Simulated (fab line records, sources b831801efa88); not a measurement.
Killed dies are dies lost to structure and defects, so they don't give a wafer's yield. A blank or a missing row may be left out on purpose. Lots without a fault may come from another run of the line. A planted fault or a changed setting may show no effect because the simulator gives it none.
A struck lot beside a sound one | flow gf180mcu | 14 steps out of a route of 602
Sound: wafers L456.1, L456.2, L456.4. Struck: wafers L473.1, L473.3, L473.6. The cause comes at the end.
At each step with rows: each side's tool, then ch and its chambers, then its first start. Under that, the readings that differ: sound wafers | struck wafers | difference of the means | sigmas: that difference in standard deviations of wafers without a fault.
alike: readings whose means differ by less than 2 such deviations, and words and numbers that are the same on both sides. not compared: withheld readings, readings that some wafer has no value for, bounds like >300 that may hide the same value, and numbers for which the record gives no deviation and whose values overlap.
The two part at a step that has a row with sigmas, a row that says differs or no value, or rows on one side only. Numbers that don't overlap but have no deviation are shown without sigmas and don't part them. A reading that every wafer of one side lacks parts them only if that side has two wafers or more.

GF_V5_STRIP_18: strips in O2/N2.
  sound on plasma_asher-01 ch 0,1, day 28 12:31; struck on plasma_asher-01 ch 0,1, day 33 05:10
  alike: drypump_motor_current_A, heater_power_w, n2_flow_sccm, oes_product_au, platen_temp_c
  not compared: rf_hours_counter_h
then, 4 steps without rows for these wafers: GF_V5_STRIP_19 (strips in post etch residue remover, time 1200 s); GF_V5_CLEAN_20 (cleans in DIW); GF_V5_SPUTTER_21 (material Ti, target thk 15 nm, time 80.02 s); GF_V5_SPUTTER_22 (material TiN, target thk 10 nm, time 40 s).
GF_V5_CVD_23: deposits W, target thk 350 nm, time 104.9 s.
  sound on cvd_w-01 ch 0,1, day 28 13:12; struck on cvd_w-02 ch 0,1, day 33 05:49
  alike: heater_power_w
  not compared: since_wet_clean_h
GF_V5_RS_MEAS_24: measures by four-point-probe.
  sound on film_metro-02, day 28 13:19; struck on film_metro-01, day 33 05:56
  alike: V5_W_RS
GF_V5_THK_MEAS_25: measures by xrf.
  sound on film_metro-02, day 28 13:26; struck on film_metro-01, day 33 06:04
  alike: V5_W_THK
GF_V5_CMP_26: polishes, stops on SiO2, t overpolish 15 s, target thk 0 nm.
  sound on cmp-01 ch 0,1,3, day 28 13:33; struck on cmp-02 ch 2,3, day 33 06:31
  alike: motor_current_A, overpolish_run_s, time_to_endpoint_s
then, 1 step without rows for these wafers: GF_TOP_METAL_SPUTTER_00 (material Ti, target thk 37.5 nm, time 150 s).
GF_TOP_METAL_SPUTTER_01: material TiN, target thk 30 nm, time 25 s.
  sound on pvd_sputter-01, day 28 13:54; struck on pvd_sputter-04, day 33 06:55
  alike: cathode_dc_power_W, chamber_pressure_pa, throttle_valve_pct
then, 1 step without rows for these wafers: GF_TOP_METAL_SPUTTER_02 (material AlCu, target thk 900 nm, time 47.82 s).
GF_TOP_METAL_SPUTTER_03: material Ti, target thk 5 nm, time 3.3 s.
  sound on pvd_sputter-01, day 28 13:58; struck on pvd_sputter-04, day 33 06:59
  no value came back on the struck wafers for cathode_dc_power_W (W), chamber_pressure_pa (Pa), substrate_temp_c (C), throttle_valve_pct (%); on the sound wafers cathode_dc_power_W (W) reads 2999.9 3000.2 3000.8
GF_TOP_METAL_SPUTTER_04: material TiN, target thk 25 nm, time 20.8 s.
  sound on pvd_sputter-01, day 28 13:59; struck on pvd_sputter-04, day 33 07:00
  alike: cathode_dc_power_W, chamber_pressure_pa, throttle_valve_pct

WHERE THEY PART
Only at GF_TOP_METAL_SPUTTER_03, within this record. Later steps at which nothing parts them and some readings are alike: GF_TOP_METAL_SPUTTER_04.

WHY: what the simulator had put in
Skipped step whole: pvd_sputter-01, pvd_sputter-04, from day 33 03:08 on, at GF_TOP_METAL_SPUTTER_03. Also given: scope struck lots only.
